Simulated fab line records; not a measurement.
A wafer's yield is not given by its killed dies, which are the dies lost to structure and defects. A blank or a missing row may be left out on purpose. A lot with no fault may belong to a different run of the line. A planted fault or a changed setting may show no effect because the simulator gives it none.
fab line records    flow sfq_line
record lots=7  wafers=19  last_day=94
route steps=325 shown R5@216 I5@228 C5@240 M6@251
lots that met no fault: taken from a fault-free run of the same line
start_h: hours from the record's first day to the start of the lot's first wafer shown    wait_h: hours elapsed since this lot's preceding step    " the same as in the row above    L1.1+2: a single row standing in for several wafers    - value missing, or start not given    * or withheld: withheld    < > ~ a bound
route shown NAME@n: a module of which the file shows steps, and the number in the route of the first    usual: mean/standard deviation of fault-free wafers    same: alike in all rows    chamber/n: place in a boat    sites: each site's reading    _std_site: standard deviation of those values    _edge_site: inner sites' mean taken away from outer sites' mean    radius_mm: how far each site lies from the wafer's centre    mask NAME#n: copy n    behind: tool/chamber where the wafer was last shaped    hold: why the lot went on hold/how many hours it stayed there/how the hold came to an end    device: names the non-switching transistor (n, p or np)    end of line: the same wafers' tests at the end of the route    where a step has no rows: the recipe by itself    killed: at the first sort, the dies lost to defects and structure; wafer yield is something else    map: shows each die of a wafer: x if killed, . if not, _ if none is there
set.NAME: the setting as run; set.NAME@STEP: as run at that earlier step    model.NAME: the simulator's own value behind a step, which no gauge read
certain route steps with their lots: each step a table, each wafer a row
services: when a tool's chamber went out of use (start_h, in hours from the record's first day, below 0 if earlier), for how many hours, and the reason
## steps
# step SFQ_R5_THK_MEAS_934
# recipe thk_meas_gauge=xrf  reads=MoNx_of_TRILAYER_R5_DEP_SPUTTER_133
# usual R5_MONX_THK=39.4/0.64
lot.wafer  tool           chamber  start_h  wait_h  R5_MONX_THK[nm]
L601.3     film_metro-03  -        1398.05  0.1     39.8
L601.4     "              -        "        "       39.2
L601.5     "              -        "        "       39.5
L606.1     film_metro-02  -        1467.14  0.1     38.5
L606.5     "              -        "        "       38.3
L606.6     "              -        "        "       38.6
L607.1     film_metro-04  -        1484.79  0.1     39.1
L607.4     "              -        "        "       39.7
L607.6     "              -        "        "       38.7
L611.1     film_metro-03  -        1521.14  0.1     38.9
L611.5     "              -        "        "       38.7
L611.6     "              -        "        "       39.2
L614.1     film_metro-02  -        1528.67  0.1     38.8
L614.4     "              -        "        "       39.0
L617.1     film_metro-04  -        1534.22  0.1     38.6
L617.2     "              -        "        "       39.7
L620.1     film_metro-04  -        1539.69  0.1     39.4
L620.4     "              -        "        "       39.6
L620.6     "              -        "        "       40.2
# step SFQ_TRILAYER_R5_LITHO_COAT_141
# recipe resist=BARC  spin_rpm=3000  resist_thk_nm=62
# step SFQ_TRILAYER_R5_LITHO_COAT_136
# recipe resist=KrF  spin_rpm=3000  resist_thk_nm=600
# step SFQ_TRILAYER_R5_LITHO_SOFTBAKE_140
# recipe temp_c=withheld  time_s=withheld  resist=KrF
# step SFQ_TRILAYER_R5_LITHO_EXPOSE_137
# recipe mask_id=R5  na=0.6  source_shape=conventional  sigma_outer=0.65  target_cd_nm=500  dose_mj=14.4
# step SFQ_TRILAYER_R5_LITHO_PEB_139
# recipe peb_temp_c=115  peb_time_s=60  resist=KrF
# step SFQ_TRILAYER_R5_LITHO_DEVELOP_138
# recipe time_s=60  resist=KrF
# step SFQ_R5_OVL_MEAS_935
# usual R5_OVL=-3/6.8
lot.wafer  tool        chamber  start_h  wait_h  R5_OVL[nm]
L601.3     overlay-01  -        1426.08  0.1     2
L601.4     "           -        "        "       -7
L601.5     "           -        "        "       -1
L606.1     overlay-02  -        1470.23  0.1     -4
L606.5     "           -        "        "       -2
L606.6     "           -        "        "       0
L607.1     overlay-01  -        1487.98  0.1     2
L607.4     "           -        "        "       4
L607.6     "           -        "        "       13
L611.1     overlay-02  -        1629.47  0.1     -19
L611.5     "           -        "        "       -15
L611.6     "           -        "        "       -17
L614.1     overlay-02  -        1634.27  0.1     -9
L614.4     "           -        "        "       -3
L617.1     overlay-01  -        1640.27  0.1     11
L617.2     "           -        "        "       -5
L620.1     overlay-02  -        1646.87  0.1     -19
L620.4     "           -        "        "       -8
L620.6     "           -        "        "       -10
# step SFQ_TRILAYER_R5_BARC_OPEN_METAL_ETCH_177
# recipe mask_material=PR  chemistry=O2  target_depth_nm=125  target=BARC  icp_w=600  bias_w=80  pressure_mtorr=10  time_s=41.7
# usual drypump_motor_current_A=5.7/0.51  oes_product_au=0.686/0.0045
lot.wafer  tool          chamber  start_h  wait_h  drypump_motor_current_A  oes_product_au  rf_hours_counter_h
L601.3     rie_metal-03  0        1426.12  0.0     5.0                      0.676           -
L601.4     "             1        "        "       6.5                      0.684           -
L601.5     "             0        "        "       5.1                      0.683           -
L606.1     rie_metal-04  0        1470.27  0.0     6.2                      0.682           11
L606.5     "             0        "        "       6.2                      0.685           -
L606.6     "             0        "        "       6.2                      0.686           -
L607.1     rie_metal-01  0        1488.02  0.0     5.0                      0.678           107
L607.4     "             1        "        "       5.6                      0.685           -
L607.6     "             1        "        "       5.6                      0.677           -
L611.1     rie_metal-04  1        1629.51  0.0     5.7                      0.687           99
L611.5     "             1        "        "       5.7                      0.688           -
L611.6     "             0        "        "       6.2                      0.688           -
L614.1     rie_metal-04  1        1634.31  0.0     5.7                      0.683           100
L614.4     "             0        "        "       6.2                      0.684           -
L617.1     rie_metal-03  1        1640.31  0.0     6.5                      0.680           106
L617.2     "             0        "        "       5.1                      0.680           79
L620.1     rie_metal-03  0        1646.90  0.0     5.0                      0.684           80
L620.4     "             1        "        "       6.5                      0.687           -
L620.6     "             0        "        "       5.0                      0.686           -
# step SFQ_TRILAYER_R5_ETCH_METAL_ETCH_139
# recipe stop_on=SiO2  mask_material=PR  chemistry=Cl2  target_depth_nm=60  icp_w=600  bias_w=80  pressure_mtorr=10  time_s=40
# usual drypump_motor_current_A=5.7/0.51  oes_product_au=0.992/0.0067
lot.wafer  tool          chamber  start_h  wait_h  drypump_motor_current_A  oes_product_au  rf_hours_counter_h
L601.3     rie_metal-03  0        1426.18  0.0     5.1                      0.995           -
L601.4     "             1        "        "       6.5                      0.998           -
L601.5     "             0        "        "       5.1                      0.995           -
L606.1     rie_metal-04  0        1470.39  0.1     6.2                      0.994           11
L606.5     "             0        "        "       6.2                      0.992           -
L606.6     "             0        "        "       6.2                      0.998           -
L607.1     rie_metal-01  0        1488.08  0.0     5.0                      0.999           107
L607.4     "             1        "        "       5.6                      0.986           -
L607.6     "             1        "        "       5.6                      0.998           -
L611.1     rie_metal-04  1        1629.57  0.0     5.7                      1.002           99
L611.5     "             1        "        "       5.7                      0.990           -
L611.6     "             0        "        "       6.2                      0.983           -
L614.1     rie_metal-04  1        1634.37  0.0     5.7                      0.987           100
L614.4     "             0        "        "       6.2                      0.982           -
L617.1     rie_metal-03  1        1640.37  0.0     6.5                      0.998           106
L617.2     "             0        "        "       5.1                      0.987           79
L620.1     rie_metal-03  0        1646.96  0.0     5.0                      0.986           80
L620.4     "             1        "        "       6.5                      0.987           -
L620.6     "             0        "        "       5.0                      0.995           -
# step SFQ_TRILAYER_R5_STRIP_STRIP_140
# recipe gas=O2  power_w=200  platen_temp_c=40  overash_fraction=0.65  chemistry=O2  pressure_mtorr=50
# usual drypump_motor_current_A=5.7/0.51  oes_product_au=1.006/0.013
lot.wafer  tool          chamber  start_h  wait_h  drypump_motor_current_A  oes_product_au  rf_hours_counter_h
L601.3     rie_metal-03  0        1426.42  0.2     5.0                      0.985           -
L601.4     "             1        "        "       6.5                      1.008           -
L601.5     "             0        "        "       5.0                      0.994           -
L606.1     rie_metal-04  0        1470.50  0.1     6.2                      1.019           11
L606.5     "             0        "        "       6.2                      1.018           -
L606.6     "             0        "        "       6.2                      1.016           -
L607.1     rie_metal-01  0        1488.13  0.0     5.0                      1.005           107
L607.4     "             1        "        "       5.6                      1.004           -
L607.6     "             1        "        "       5.6                      0.998           -
L611.1     rie_metal-04  1        1629.63  0.0     5.7                      1.014           99
L611.5     "             1        "        "       5.7                      1.022           -
L611.6     "             0        "        "       6.2                      0.985           -
L614.1     rie_metal-04  1        1634.43  0.0     5.7                      1.017           100
L614.4     "             0        "        "       6.2                      1.005           -
L617.1     rie_metal-03  1        1640.43  0.0     6.5                      1.015           106
L617.2     "             0        "        "       5.0                      0.996           79
L620.1     rie_metal-03  0        1647.02  0.0     5.1                      0.986           80
L620.4     "             1        "        "       6.5                      1.010           -
L620.6     "             0        "        "       5.0                      0.978           -
# step SFQ_TRILAYER_R5_STRIP_SOLV_CLEAN_141
# recipe chemistry=NMP  temp_c=70  time_s=600
# step SFQ_TRILAYER_A5C_DEP_PECVD_142
# recipe material=SiO2  temp_c=150  time_s=15.556  pressure_torr=2.4  rf_w=183.3  precursor=SiH4/N2O  target_thk_nm=70
# usual heater_power_w=86/16  throttle_valve_pct=24.4/0.92
lot.wafer  tool      chamber  start_h  wait_h  heater_power_w  throttle_valve_pct  model.SiO2_of_TRILAYER_A5C_DEP_PECVD_142.thk_nm
L601.3     pecvd-03  1        1427.01  0.0     107             24.4                71.18
L601.4     "         1        "        "       112             24.5                71.38
L601.5     "         2        "        "       76              24.1                68.42
L606.1     pecvd-01  2        1471.88  0.0     73              24.8                69.52
L606.5     "         0        "        "       82              24.1                70.42
L606.6     "         2        "        "       75              24.8                70.41
L607.1     pecvd-03  0        1488.91  0.0     109             22.1                69.06
L607.4     "         1        "        "       108             24.3                70.67
L607.6     "         2        "        "       83              24.7                68.49
L611.1     pecvd-01  2        1630.40  0.0     74              25.0                77.29
L611.5     "         1        "        "       75              25.5                71.84
L611.6     "         2        "        "       76              24.8                71.1
L614.1     pecvd-01  2        1635.20  0.0     70              24.8                77.06
L614.4     "         1        "        "       78              25.3                77.79
L617.1     pecvd-01  2        1641.20  0.0     69              25.0                76.76
L617.2     "         1        "        "       66              25.4                69.22
L620.1     pecvd-04  0        1647.80  0.0     67              24.1                70.91
L620.4     "         2        "        "       106             23.9                72.31
L620.6     "         0        "        "       68              24.5                71.66
# step SFQ_TRILAYER_I5_LITHO_COAT_149
# recipe resist=BARC  spin_rpm=3000  resist_thk_nm=62
# step SFQ_TRILAYER_I5_LITHO_COAT_144
# recipe resist=KrF  spin_rpm=3000  resist_thk_nm=650
# step SFQ_TRILAYER_I5_LITHO_SOFTBAKE_148
# recipe temp_c=withheld  time_s=withheld  resist=KrF
# step SFQ_TRILAYER_I5_LITHO_EXPOSE_145
# recipe mask_id=I5  na=0.6  source_shape=conventional  sigma_outer=0.65  target_cd_nm=700  dose_mj=21.3
# step SFQ_TRILAYER_I5_LITHO_PEB_147
# recipe peb_temp_c=115  peb_time_s=60  resist=KrF
# step SFQ_TRILAYER_I5_LITHO_DEVELOP_146
# recipe time_s=60  resist=KrF
# step SFQ_I5_OVL_MEAS_936
# usual I5_OVL=-1/5.1
lot.wafer  tool        chamber  start_h  wait_h  I5_OVL[nm]
L601.3     overlay-01  -        1559.26  0.1     0
L601.4     "           -        "        "       -7
L601.5     "           -        "        "       -6
L606.1     overlay-01  -        1591.52  0.1     -1
L606.5     "           -        "        "       0
L606.6     "           -        "        "       -3
L607.1     overlay-01  -        1604.90  0.1     -9
L607.4     "           -        "        "       -5
L607.6     "           -        "        "       -3
L611.1     overlay-02  -        1725.99  0.1     1
L611.5     "           -        "        "       -2
L611.6     "           -        "        "       -1
L614.1     overlay-02  -        1734.39  0.1     5
L614.4     "           -        "        "       3
L617.1     overlay-02  -        1744.12  0.1     2
L617.2     "           -        "        "       2
L620.1     overlay-02  -        1750.12  0.1     -3
L620.4     "           -        "        "       2
L620.6     "           -        "        "       2
# step SFQ_TRILAYER_I5_BARC_OPEN_VIA_ETCH_200
# recipe mask_material=PR  chemistry=O2  target_depth_nm=125  target=BARC  source_w=500  bias_w=80  pressure_mtorr=30  time_s=41.7
# step SFQ_TRILAYER_I5_ETCH_VIA_ETCH_147
# recipe stop_on=Nb  mask_material=PR  chemistry=CHF3  target_depth_nm=360  source_w=500  bias_w=80  pressure_mtorr=30  time_s=withheld
# step SFQ_TRILAYER_I5_STRIP_STRIP_148
# recipe gas=O2  power_w=200  platen_temp_c=40  overash_fraction=0.65  chemistry=O2  pressure_mtorr=50
# step SFQ_TRILAYER_I5_STRIP_SOLV_CLEAN_149
# recipe chemistry=NMP  temp_c=70  time_s=600
# step SFQ_TRILAYER_C5_LITHO_COAT_156
# recipe resist=BARC  spin_rpm=3000  resist_thk_nm=62
# step SFQ_TRILAYER_C5_LITHO_COAT_151
# recipe resist=KrF  spin_rpm=3000  resist_thk_nm=650
# step SFQ_TRILAYER_C5_LITHO_SOFTBAKE_155
# recipe temp_c=withheld  time_s=withheld  resist=KrF
# step SFQ_TRILAYER_C5_LITHO_EXPOSE_152
# recipe mask_id=C5  na=0.6  source_shape=conventional  sigma_outer=0.65  target_cd_nm=500  dose_mj=21.3
# step SFQ_TRILAYER_C5_LITHO_PEB_154
# recipe peb_temp_c=115  peb_time_s=60  resist=KrF
# step SFQ_TRILAYER_C5_LITHO_DEVELOP_153
# recipe time_s=60  resist=KrF
# step SFQ_C5_OVL_MEAS_937
# usual C5_OVL=-1/6.7
lot.wafer  tool        chamber  start_h  wait_h  C5_OVL[nm]
L601.3     overlay-02  -        1658.88  0.1     4
L601.4     "           -        "        "       -3
L601.5     "           -        "        "       -1
L606.1     overlay-01  -        1672.19  0.1     -18
L606.5     "           -        "        "       -10
L606.6     "           -        "        "       -11
L607.1     overlay-01  -        1674.39  0.1     -16
L607.4     "           -        "        "       -15
L607.6     "           -        "        "       -10
L611.1     overlay-01  -        1729.24  0.1     -2
L611.5     "           -        "        "       -4
L611.6     "           -        "        "       -4
L614.1     overlay-01  -        1737.70  0.1     -11
L614.4     "           -        "        "       -12
L617.1     overlay-02  -        1774.49  0.1     -11
L617.2     "           -        "        "       -6
L620.1     overlay-01  -        1862.45  0.1     -4
L620.4     "           -        "        "       -10
L620.6     "           -        "        "       -8
# step SFQ_TRILAYER_C5_BARC_OPEN_VIA_ETCH_210
# recipe mask_material=PR  chemistry=O2  target_depth_nm=125  target=BARC  source_w=500  bias_w=80  pressure_mtorr=30  time_s=41.7
# step SFQ_TRILAYER_C5_ETCH_VIA_ETCH_154
# recipe target=SiO2  mask_material=PR  chemistry=CHF3  target_depth_nm=84  source_w=500  bias_w=80  pressure_mtorr=30  time_s=withheld  stop_on=Nb
# usual drypump_motor_current_A=5.6/0.39  oes_product_au=0.896/0.0091
lot.wafer  tool         chamber  start_h  wait_h  drypump_motor_current_A  oes_product_au  model.etch.depth_nm  model.C5.feature_depth_nm
L601.3     rie_diel-01  2        1658.94  0.0     4.8                      0.904           71.18                71.18
L601.4     "            1        "        "       5.2                      0.908           71.38                71.38
L601.5     "            1        "        "       5.2                      0.881           68.42                68.42
L606.1     rie_diel-01  0        1672.27  0.0     5.4                      0.886           69.52                69.52
L606.5     "            0        "        "       5.4                      0.903           70.42                70.42
L606.6     "            3        "        "       5.6                      0.906           70.41                70.41
L607.1     rie_diel-03  3        1674.47  0.0     5.0                      0.887           69.06                69.06
L607.4     "            1        "        "       5.8                      0.903           70.67                70.67
L607.6     "            0        "        "       6.2                      0.874           68.49                68.49
L611.1     rie_diel-03  0        1729.32  0.0     6.2                      0.948           77.29                77.29
L611.5     "            3        "        "       5.0                      0.904           71.84                71.84
L611.6     "            2        "        "       5.7                      0.899           71.1                 71.1
L614.1     rie_diel-01  2        1737.78  0.0     4.8                      0.944           77.06                77.06
L614.4     "            1        "        "       5.2                      0.950           77.79                77.79
L617.1     rie_diel-03  3        1774.57  0.0     5.0                      0.948           76.76                76.76
L617.2     "            0        "        "       6.2                      0.895           69.22                69.22
L620.1     rie_diel-01  1        1862.53  0.0     5.2                      0.903           70.91                70.91
L620.4     "            2        "        "       4.8                      0.918           72.31                72.31
L620.6     "            2        "        "       4.8                      0.905           71.66                71.66
# step SFQ_TRILAYER_C5_STRIP_STRIP_155
# recipe gas=O2  power_w=200  platen_temp_c=40  overash_fraction=0.65  chemistry=O2  pressure_mtorr=50
# usual drypump_motor_current_A=5.8/0.39  oes_product_au=1.005/0.014
lot.wafer  tool          chamber  start_h  wait_h  drypump_motor_current_A  oes_product_au  rf_hours_counter_h
L601.3     rie_metal-02  1        1659.19  -       5.8                      1.019           -
L601.4     "             0        "        "       6.3                      0.990           -
L601.5     "             1        "        "       5.8                      1.021           -
L606.1     rie_metal-01  1        1672.32  -       5.6                      1.012           71
L606.5     "             0        "        "       5.0                      0.999           -
L606.6     "             1        "        "       5.6                      1.010           -
L607.1     rie_metal-02  0        1674.52  -       6.3                      0.991           76
L607.4     "             1        "        "       5.9                      1.025           -
L607.6     "             1        "        "       5.9                      1.017           -
L611.1     rie_metal-04  1        1729.37  -       5.7                      1.011           118
L611.5     "             1        "        "       5.7                      1.002           -
L611.6     "             0        "        "       6.2                      0.986           -
L614.1     rie_metal-01  1        1737.83  -       5.6                      1.035           82
L614.4     "             0        "        "       5.0                      0.981           -
L617.1     rie_metal-02  0        1774.62  -       6.3                      0.984           92
L617.2     "             1        "        "       5.9                      0.989           109
L620.1     rie_metal-04  0        1862.57  -       6.2                      0.995           67
L620.4     "             1        "        "       5.7                      1.015           -
L620.6     "             0        "        "       6.2                      0.995           -
# step SFQ_TRILAYER_C5_STRIP_SOLV_CLEAN_156
# recipe chemistry=NMP  temp_c=70  time_s=600
# step SFQ_TRILAYER_M6_DEP_PRE_CLEAN_158
# recipe gas=Ar  time_s=22.5  bias_v=250
lot.wafer  tool            chamber  start_h  wait_h  model.SiO2_of_TRILAYER_A5C_DEP_PECVD_142.thk_nm
L601.3     pvd_sputter-06  -        1659.77  0.0     63.68
L601.4     "               -        "        "       63.88
L601.5     "               -        "        "       60.92
L606.1     pvd_sputter-06  -        1673.09  0.0     62.02
L606.5     "               -        "        "       62.92
L606.6     "               -        "        "       62.91
L607.1     pvd_sputter-05  -        1675.29  0.0     61.56
L607.4     "               -        "        "       63.17
L607.6     "               -        "        "       60.99
L611.1     pvd_sputter-06  -        1730.14  0.0     69.79
L611.5     "               -        "        "       64.34
L611.6     "               -        "        "       63.6
L614.1     pvd_sputter-06  -        1738.60  0.0     69.56
L614.4     "               -        "        "       70.29
L617.1     pvd_sputter-06  -        1775.39  0.0     69.26
L617.2     "               -        "        "       61.72
L620.1     pvd_sputter-06  -        1863.35  0.0     63.41
L620.4     "               -        "        "       64.81
L620.6     "               -        "        "       64.16
# step SFQ_TRILAYER_M6_DEP_SPUTTER_157
# recipe material=Nb  base_pressure_pa=1.33e-06  chamber_pressure_pa=0.1333  substrate_temp_c=20  target_thk_nm=200  power_w=2000  time_s=133.3
# usual throttle_valve_pct=29.4/1.2
lot.wafer  tool            chamber  start_h  wait_h  throttle_valve_pct
L601.3     pvd_sputter-06  -        1659.80  0.0     29.5
L601.4     "               -        "        "       30.5
L601.5     "               -        "        "       30.1
L606.1     pvd_sputter-06  -        1673.12  0.0     29.0
L606.5     "               -        "        "       30.3
L606.6     "               -        "        "       29.9
L607.1     pvd_sputter-05  -        1675.32  0.0     28.2
L607.4     "               -        "        "       29.6
L607.6     "               -        "        "       27.6
L611.1     pvd_sputter-06  -        1730.17  0.0     29.8
L611.5     "               -        "        "       29.6
L611.6     "               -        "        "       29.2
L614.1     pvd_sputter-06  -        1738.63  0.0     30.5
L614.4     "               -        "        "       29.7
L617.1     pvd_sputter-06  -        1775.42  0.0     29.4
L617.2     "               -        "        "       29.1
L620.1     pvd_sputter-06  -        1863.38  0.0     30.6
L620.4     "               -        "        "       29.1
L620.6     "               -        "        "       30.5
## services
tool            chamber  start_h  hours  kind
rie_metal-01    0        1419.09  12.7   repair
rie_metal-01    1        1422.15  2.5    repair
rie_metal-01    -        1429.45  0.6    repair
rie_diel-01     1        1451.29  1.7    repair
rie_metal-04    1        1468.30  20.7   repair
rie_diel-01     1        1485.37  33.5   repair
pvd_sputter-06  -        1523.77  7.7    repair
rie_metal-01    -        1534.44  0.8    repair
rie_diel-01     1        1535.32  1.6    repair
rie_diel-01     0        1535.94  6.6    repair
rie_metal-01    -        1628.96  4.3    pm
rie_metal-01    0        1643.45  5.8    repair
rie_diel-01     2        1645.39  4.7    repair
rie_metal-03    1        1647.80  22.7   repair
rie_diel-01     2        1679.45  7.6    repair
rie_metal-01    1        1689.12  1.5    repair
rie_diel-01     -        1714.67  2.8    pm
rie_metal-03    -        1757.88  2.8    pm
rie_diel-01     3        1783.52  7.4    repair
rie_metal-03    0        1795.70  9.9    repair
rie_metal-04    0        1818.42  28.3   repair
rie_metal-01    -        1824.43  1.4    pm
rie_metal-03    1        1830.26  2.0    repair
pvd_sputter-06  -        1842.71  4.8    repair
## key
first_sign step=SFQ_TRILAYER_C5_ETCH_VIA_ETCH_154  reading=oes_product_au  direction=up  sigmas=5.7  usual=0.896  struck=0.948
effect none on later readings
model_effect step=SFQ_TRILAYER_A5C_DEP_PECVD_142  value=SiO2_of_TRILAYER_A5C_DEP_PECVD_142.thk_nm  without=70.13  struck=77.22
model_effect step=SFQ_TRILAYER_C5_ETCH_VIA_ETCH_154  value=etch.depth_nm  without=70.13  struck=77.22
model_effect step=SFQ_TRILAYER_M6_DEP_PRE_CLEAN_158  value=SiO2_of_TRILAYER_A5C_DEP_PECVD_142.thk_nm  without=62.63  struck=69.72
met_at SFQ_TRILAYER_A5C_DEP_PECVD_142
struck_wafers L611.1,L614.1,L614.4,L617.1
onset_between 1471.88 1630.40
fault kind=process_parameter_drift  tool=pecvd-01  chamber=-  onset_h=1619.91  steps=SFQ_TRILAYER_A5C_DEP_PECVD_142  channel=target_thk_nm  offset=7.143  shape=step  end_h=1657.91  scope=struck_wafers_only  acts_in=these_recipes_only  stated=70
